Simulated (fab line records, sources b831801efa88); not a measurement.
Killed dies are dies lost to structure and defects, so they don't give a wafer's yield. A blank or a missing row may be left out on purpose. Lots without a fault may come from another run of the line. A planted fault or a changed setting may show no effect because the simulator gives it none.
Split-lot experiment | flow gf180mcu | 5 lots, 23 wafers read, on a route of 602 steps

THE SPLIT
At GF_SAB_DEVELOP_08 (develop time 60 s), the setting develop_time_s was moved away from the recipe's 60 s on 8 of the 23 wafers read, by -12.6% to +14.1%. The other wafers ran this setting at the recipe's value.

The file shows no step between the split and the reading.

THE READING
cd_nm, in nm, at GF_SAB_CD_MEAS_09 (target cd 420 nm). Fault-free wafers of this fab line usually give 419.3 nm, standard deviation 1.9 nm.

wafer  | tool, chamber at the split | develop_time_s as run, s | against the recipe | cd_nm, nm | against lot-mates on the recipe
L074.1 | litho_track-02, 0          | 60                       | recipe             | 420.9     | -
L074.2 | litho_track-02, 0          | 54.75                    | -8.8%              | 429.7     | +9.5
L074.3 | litho_track-02, 0          | 54.75                    | -8.8%              | 429.6     | +9.4
L074.5 | litho_track-02, 0          | 54.75                    | -8.8%              | 429.0     | +8.8
L074.6 | litho_track-02, 0          | 60                       | recipe             | 419.5     | -
L075.1 | litho_track-01, 0          | 60                       | recipe             | 418.3     | -
L075.2 | litho_track-01, 0          | 52.44                    | -12.6%             | 432.4     | +15.6
L075.3 | litho_track-01, 0          | 52.44                    | -12.6%             | 429.6     | +12.8
L075.5 | litho_track-01, 0          | 52.44                    | -12.6%             | 432.5     | +15.7
L075.6 | litho_track-01, 0          | 60                       | recipe             | 415.3     | -
L076.1 | litho_track-01, 0          | 60                       | recipe             | 421.4     | -
L076.3 | litho_track-01, 0          | 60                       | recipe             | 419.6     | -
L076.4 | litho_track-01, 0          | 60                       | recipe             | 420.9     | -
L076.5 | litho_track-01, 0          | 60                       | recipe             | 419.1     | -
L076.6 | litho_track-01, 0          | 60                       | recipe             | 419.7     | -
L081.1 | litho_track-03, 0          | 60                       | recipe             | 418.0     | -
L081.2 | litho_track-03, 0          | 60                       | recipe             | 417.3     | -
L081.3 | litho_track-03, 0          | 68.48                    | +14.1%             | 405.5     | -12.7
L081.4 | litho_track-03, 0          | 68.48                    | +14.1%             | 407.2     | -11.0
L081.6 | litho_track-03, 0          | 60                       | recipe             | 419.4     | -
L084.1 | litho_track-02, 0          | 60                       | recipe             | 419.3     | -
L084.3 | litho_track-02, 0          | 60                       | recipe             | 419.1     | -
L084.4 | litho_track-02, 0          | 60                       | recipe             | 419.2     | -

THE FIT
A straight line over all 23 wafers: cd_nm changes by -0.984 nm for each +1% of develop_time_s; r = -0.98; the points scatter about the line by 1.5 nm.
The same after taking each lot's own level away (the mean of its wafers on the recipe; 23 wafers): -1.01 nm for each +1%; r = -0.98; scatter 1.3 nm.
On that fit, the largest move of develop_time_s shifts the reading by 14 nm.
The lots' own levels span 416.80 to 420.20 nm, that is 1.8 times the standard deviation above.
So the lot-to-lot level changes the slope little: the two slopes agree.
Check: with one of the wafers moved furthest among these (+14.1%) left out of the fit, the line predicts -14.1 nm for it against its lot-mates. It came out at -12.7 nm against them.

OTHER SPLITS ON THESE WAFERS
These wafers also went through other splits before the reading. Each is held against what the fit with the lots' levels taken away leaves over:
other split on the same wafers   | wafers away from the commonest value | r with cd_nm (lot level and that fit taken away)
GF_HV_LDD_CVD_54 target_thk_nm   | 18                                   | -0.15
GF_NSD_DEVELOP_06 dev_temp_c     | 4                                    | -0.19
GF_PSD_COAT_02 spin_rpm          | 8                                    | -0.26
GF_PSD_DEVELOP_06 develop_time_s | 6                                    | -0.09

THE WHOLE CHAIN: every reading that the file lists as answering this split, in the file's order
step              | what it does                                              | reading                                                    | change (the file's fit)               | r (the file's)
GF_SAB_CD_MEAS_09 | target cd 420 nm                                          | cd_nm                                                      | -0.997 nm for each +1% of the setting | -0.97
GF_SAB_ETCH_11    | etches SiO2 in C4F8/O2/Ar, target depth 55 nm, time 8.5 s | SAB.cd_nm (the simulator's own value, which no gauge read) | -0.985 nm for each +1% of the setting | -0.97

THE FILE'S OWN FIT
cd_nm changes by -0.997 nm for each +1% of develop_time_s, r = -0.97.
